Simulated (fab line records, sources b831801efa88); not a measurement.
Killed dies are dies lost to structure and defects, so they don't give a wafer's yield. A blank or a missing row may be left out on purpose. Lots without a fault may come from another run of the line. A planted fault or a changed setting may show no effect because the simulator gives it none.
fab line records | flow sky130
record lots=14 wafers=42 last_day=50
route steps=708 shown LOCAL_INTERCONNECT@401 CONTACT@424 METAL2@489
lots that met no fault: from a run of the same line without faults
start_h: hours from the record's first day to the start of the lot's first wafer shown | wait_h: hours since the lot's step before | " the same as in the row above | L1.1+2: a row that stands for several wafers | - no value, or no start given | * or withheld: withheld | < > ~ a bound
route shown NAME@n: a module of which the file shows steps, and the number in the route of the first | usual: mean/standard deviation of fault-free wafers | same: alike in all rows | chamber/n: place in a boat | sites: the reading at each site | _std_site: their standard deviation | _edge_site: outer sites' mean less inner sites' | radius_mm: how far each site lies from the wafer's centre | mask NAME#n: copy n | behind: the tool/chamber that last shaped the wafer | hold: why the lot was held/for how many hours/how that ended | device: the transistor (n, p or np) that didn't switch | end of line: the same wafers' tests at the end of the route | a step without rows: its recipe alone | killed: dies lost to structure and defects at the first sort, not the wafer's yield | map: a wafer's dies, x killed, . not, _ none there
set.NAME: the setting as run; set.NAME@STEP: as run at that earlier step | model.NAME: the simulator's own value behind a step, which no gauge read
steps of the route over a sample of lots; a table a step, a row a wafer
services: from which hour (start_h, from the record's first day; less than 0 if before it) a tool's chamber was out of use, for how many hours, and why
## steps
# step SKY_LOCAL_INTERCONNECT_METAL_ETCH_14
# recipe target_depth_nm=110 stop_on=PSG chemistry=Cl2/BCl3 target=TiN resist_sidewall_deg=88 pressure_mtorr=10 icp_w=900 bias_w=48.5 Cl2_flow_sccm=60 bcl3_flow_sccm=30 time_s=31.4
# usual drypump_motor_current_A=5.8/0.54 he_backside_leak_sccm=3.40/0.19 oes_product_au=0.946/0.0076 throttle_valve_pct=21.898/0.0096
# columns lot.wafer tool chamber start_h wait_h drypump_motor_current_A he_backside_leak_sccm oes_product_au rf_hours_counter_h throttle_valve_pct
L944.3 rie_metal-01 1 700.32 0.0 6.1 3.34 0.948 - 21.898
L944.5 " 0 " " 4.9 3.32 0.945 - 21.912
L944.6 " 1 " " 6.2 3.50 0.949 - 21.903
L945.1 rie_metal-02 1 718.33 0.1 6.1 3.58 0.949 12 21.906
L945.3 " 0 " " 5.5 3.30 0.959 - 21.899
L945.4 " 1 " " 6.1 3.40 0.956 - 21.899
L946.2 rie_metal-01 1 721.66 0.0 6.1 3.37 0.957 14 21.897
L946.4 " 0 " " 4.9 3.17 0.950 - 21.914
L946.6 " 0 " " 4.9 3.33 0.934 - 21.882
L947.2 rie_metal-01 0 738.64 0.1 4.9 3.18 0.936 - 21.898
L947.3 " 0 " " 4.9 3.15 0.946 - 21.892
L947.4 " 0 " " 4.9 3.25 0.933 - 21.921
L949.3 rie_metal-02 1 762.03 0.0 6.1 3.36 0.930 - 21.907
L949.4 " 0 " " 5.5 3.25 0.933 - 21.897
L949.6 " 1 " " 6.0 3.31 0.933 - 21.888
L953.2 rie_metal-03 0 780.31 0.0 6.1 3.56 0.941 4 21.902
L953.3 " 0 " " 6.1 3.37 0.942 - 21.894
L953.6 " 1 " " 6.4 3.52 0.946 - 21.892
L954.3 rie_metal-02 1 797.97 0.0 6.1 3.43 0.950 - 21.895
L954.4 " 0 " " 5.5 3.22 0.940 - 21.906
L954.6 " 1 " " 6.1 3.04 0.938 - 21.911
L959.1 rie_metal-03 1 835.06 0.0 6.4 3.33 0.938 7 21.915
L959.4 " 0 " " 6.0 3.49 0.950 - 21.886
L959.6 " 0 " " 6.0 3.45 0.957 - 21.902
L960.4 rie_metal-01 1 836.98 0.0 6.1 3.30 0.950 - 21.910
L960.5 " 1 " " 6.1 3.17 0.933 - 21.915
L960.6 " 0 " " 4.9 3.18 0.937 - 21.911
L961.4 rie_metal-02 0 839.75 0.0 5.5 3.27 0.949 - 21.879
L961.5 " 0 " " 5.5 3.29 0.949 - 21.892
L961.6 " 1 " " 6.1 3.74 0.956 - 21.894
L962.3 rie_metal-03 1 852.62 0.0 6.4 3.54 0.949 - 21.897
L962.5 " 1 " " 6.4 3.58 0.933 - 21.900
L962.6 " 0 " " 6.1 3.50 0.942 - 21.908
L964.1 rie_metal-01 1 861.01 0.0 6.1 3.39 0.936 4 21.900
L964.2 " 0 " " 4.9 3.36 0.934 7 21.893
L964.5 " 1 " " 6.1 3.37 0.946 - 21.891
L965.1 rie_metal-01 0 866.46 0.0 4.9 3.44 0.953 8 21.886
L965.2 " 1 " " 6.1 3.14 0.941 4 21.883
L965.4 " 1 " " 6.1 3.37 0.945 - 21.907
L966.3 rie_metal-01 0 876.60 0.0 4.9 3.43 0.950 - 21.887
L966.4 " 1 " " 6.1 3.50 0.950 - 21.904
L966.5 " 0 " " 4.9 3.42 0.940 - 21.881
# step SKY_CONTACT_ETCH_18
# recipe target=Si3N4 chemistry=CHF3/O2 stop_on=TiN source_w=600 bias_w=200 pressure_mtorr=40 chf3_flow_sccm=50 O2_flow_sccm=5 time_s=39 target_depth_a=750
# usual drypump_motor_current_A=5.5/0.44 oes_product_au=0.857/0.0079 throttle_valve_pct=8.792/0.0092
# columns lot.wafer tool chamber start_h wait_h drypump_motor_current_A oes_product_au rf_hours_counter_h throttle_valve_pct
L944.3 rie_diel-04 2 - - 6.3 0.859 17 8.793
L944.5 " 2 " " 6.4 0.860 - 8.792
L944.6 " 1 " " 5.6 0.866 - 8.798
L945.1 rie_diel-03 1 - - 5.0 0.847 18 8.795
L945.3 " 0 " " 5.1 0.848 8 8.799
L945.4 " 0 " " 5.1 0.860 - 8.798
L946.2 rie_diel-04 1 - - 5.6 0.844 5 8.774
L946.4 " 2 " " 6.4 0.851 18 8.780
L946.6 " 3 " " 5.8 0.850 - 8.791
L947.2 rie_diel-02 2 - - 5.2 0.847 6 8.800
L947.3 " 1 " " 5.7 0.854 2 8.781
L947.4 " 0 " " 5.2 0.847 11 8.801
L949.3 rie_diel-04 2 - - 6.4 0.861 18 8.797
L949.4 " 3 " " 5.9 0.871 24 8.802
L949.6 " 0 " " 6.2 0.863 - 8.759
L953.2 rie_diel-02 0 - - 5.2 0.849 11 8.779
L953.3 " 3 " " 5.1 0.875 11 8.786
L953.6 " 3 " " 5.1 0.867 - 8.781
L954.3 rie_diel-03 3 - - 5.3 0.850 9 8.790
L954.4 " 2 " " 5.7 0.859 12 8.779
L954.6 " 2 " " 5.7 0.861 - 8.805
L959.1 rie_diel-02 0 - - 5.2 0.860 14 8.796
L959.4 " 1 " " 5.8 0.882 5 8.802
L959.6 " 2 " " 5.2 0.870 - 8.807
L960.4 rie_diel-04 2 - - 6.4 0.854 - 8.781
L960.5 " 3 " " 5.9 0.864 - 8.791
L960.6 " 1 " " 5.6 0.849 - 8.802
L961.4 rie_diel-04 2 - - 6.4 0.855 - 8.792
L961.5 " 3 " " 5.9 0.871 - 8.789
L961.6 " 1 " " 5.6 0.865 - 8.799
L962.3 rie_diel-02 0 - - 5.2 0.862 14 8.805
L962.5 " 3 " " 5.1 0.865 - 8.785
L962.6 " 2 " " 5.2 0.870 - 8.796
L964.1 rie_diel-02 3 - - 5.1 0.855 14 8.775
L964.2 " 1 " " 5.7 0.846 6 8.791
L964.5 " 0 " " 5.2 0.859 - 8.791
L965.1 rie_diel-03 0 - - 5.1 0.860 13 8.782
L965.2 " 3 " " 5.3 0.854 12 8.798
L965.4 " 2 " " 5.8 0.863 15 8.801
L966.3 rie_diel-04 0 - - 6.2 0.854 1 8.787
L966.4 " 2 " " 6.3 0.862 22 8.794
L966.5 " 2 " " 6.4 0.860 - 8.806
# step SKY_METAL2_THK_MEAS_06
# recipe thk_meas_gauge=xrf reads=AlCu_of_METAL2_SPUTTER_02
# usual METAL2_ALCU_THK=244.0/2.8
# columns lot.wafer tool chamber start_h wait_h METAL2_ALCU_THK[nm]
L944.3 film_metro-03 - 784.89 0.1 242.3
L944.5 " - " " 241.2
L944.6 " - " " 242.3
L945.1 film_metro-03 - 804.32 0.1 238.5
L945.3 " - " " 242.2
L945.4 " - " " 242.5
L946.2 film_metro-01 - 808.70 0.1 245.3
L946.4 " - " " 245.5
L946.6 " - " " 246.6
L947.2 film_metro-03 - 826.53 0.1 242.9
L947.3 " - " " 242.6
L947.4 " - " " 239.0
L949.3 film_metro-03 - 845.96 0.1 244.0
L949.4 " - " " 240.6
L949.6 " - " " 239.7
L953.2 film_metro-01 - 865.88 0.1 246.7
L953.3 " - " " 247.1
L953.6 " - " " 247.6
L954.3 film_metro-01 - 882.12 0.1 243.5
L954.4 " - " " 244.2
L954.6 " - " " 246.0
L959.1 film_metro-01 - 917.31 0.1 245.9
L959.4 " - " " 243.3
L959.6 " - " " 245.4
L960.4 film_metro-04 - 919.36 0.1 241.5
L960.5 " - " " 240.6
L960.6 " - " " 242.2
L961.4 film_metro-04 - 922.73 0.1 248.0
L961.5 " - " " 242.4
L961.6 " - " " 243.4
L962.3 film_metro-01 - 933.03 0.1 241.3
L962.5 " - " " 245.2
L962.6 " - " " 243.3
L964.1 film_metro-01 - 942.25 0.1 249.6
L964.2 " - " " 249.4
L964.5 " - " " 248.3
L965.1 film_metro-03 - 946.77 0.1 244.8
L965.2 " - " " 244.4
L965.4 " - " " 245.9
L966.3 film_metro-01 - 955.70 0.1 246.9
L966.4 " - " " 248.3
L966.5 " - " " 245.0
# step SKY_METAL2_DEVELOP_14
# recipe develop_time_s=60 resist=KrF-thick dev_temp_c=21
# usual chill_plate_temp_C=23.01/0.1 develop_time_s=60/0
# columns lot.wafer tool chamber start_h wait_h chill_plate_temp_C develop_time_s
L944.3 litho_track-03 0 810 - 23.12 60
L944.5 " 0 811 - 23.19 60
L944.6 " 0 " " 23.07 60
L945.1 litho_track-03 0 830 - 23.01 60
L945.3 " 0 " " 23.02 60
L945.4 " 0 " " 22.91 60
L946.2 litho_track-01 0 835 - 23.17 60
L946.4 " 0 " " 23.16 60
L946.6 " 0 " " 23.12 60
L947.2 litho_track-03 0 852 - 22.86 60
L947.3 " 0 " " 22.91 60
L947.4 " 0 " " 23.06 60
L949.3 litho_track-04 0 871 - 23.14 60
L949.4 " 0 " " 23.02 60
L949.6 " 0 " " 23.00 60
L953.2 litho_track-01 - 890 - - -
L953.3 " - " " - -
L953.6 " - 891 - - -
L954.3 litho_track-01 - 907 - - -
L954.4 " - " " - -
L954.6 " - " " - -
L959.1 litho_track-04 0 940 - 22.96 60
L959.4 " 0 " " 22.91 60
L959.6 " 0 941 - 22.91 60
L960.4 litho_track-03 0 943 - 23.03 60
L960.5 " 0 " " 23.04 60
L960.6 " 0 " " 22.79 60
L961.4 litho_track-04 0 946 - 22.94 60
L961.5 " 0 " " 22.97 60
L961.6 " 0 " " 22.95 60
L962.3 litho_track-01 0 956 - 22.96 60
L962.5 " 0 " " 22.90 60
L962.6 " 0 " " 23.09 60
L964.1 litho_track-04 0 966 - 23.01 60
L964.2 " 0 " " 22.87 60
L964.5 " 0 " " 23.00 60
L965.1 litho_track-01 0 969 - 23.10 60
L965.2 " 0 970 - 23.03 60
L965.4 " 0 " " 23.18 60
L966.3 litho_track-01 0 978 - 23.00 60
L966.4 " 0 " " 23.05 60
L966.5 " 0 " " 23.00 60
## services
# columns tool chamber start_h hours kind
rie_metal-03 - 699.67 14.6 pm
rie_diel-03 3 705.84 4.0 repair
rie_metal-01 1 709.11 5.7 repair
rie_diel-02 - 718.98 2.8 pm
rie_diel-03 2 725.01 27.3 repair
rie_metal-03 1 725.35 15.3 repair
rie_metal-01 1 727.08 - clean
rie_metal-01 1 727.08 26.3 scheduled_down
rie_metal-01 1 727.08 26.3 vent_cycle
rie_diel-04 - 741.66 2.3 repair
rie_metal-03 - 768.53 1.6 repair
rie_diel-02 1 795.12 15.3 repair
rie_diel-02 0 799.21 5.2 repair
rie_diel-04 - 827.82 2.8 pm
rie_diel-04 0 841.64 2.7 repair
rie_diel-04 2 854.04 5.2 repair
rie_diel-04 0 859.90 2.7 repair
rie_diel-04 0 862.63 - clean
rie_diel-04 0 862.63 20.2 scheduled_down
rie_diel-04 3 869.59 3.9 repair
rie_diel-04 2 870.72 9.8 repair
rie_diel-02 3 916.88 13.5 repair
rie_diel-02 3 954.74 7.6 repair
rie_diel-04 1 977.20 12.6 repair
## key
first_sign step=SKY_METAL2_DEVELOP_14 reading=tool_record direction=missing
effect none on later readings
met_at SKY_METAL2_DEVELOP_14
struck_lots L953,L954
later_rows_left_out L953.2,L953.3,L953.6,L954.3,L954.4,L954.6
sort_left_out L953.2,L953.3,L953.6,L954.3,L954.4,L954.6
not_acting_at SKY_LOCAL_INTERCONNECT_METAL_ETCH_14,SKY_CONTACT_ETCH_18,SKY_METAL2_THK_MEAS_06
onset_between 835 890
fault kind=skipped_step_whole tool=litho_track-01 chamber=- onset_h=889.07 steps=SKY_METAL2_DEVELOP_14 scope=struck_lots_only
# sort_left_out: the simulated sort isn't trusted on such a fault, so these wafers' sort isn't shown, and their yield isn't known
# later_rows_left_out: the simulator's readings of these wafers behind a module that went badly wrong aren't trusted and aren't shown, but for the sort
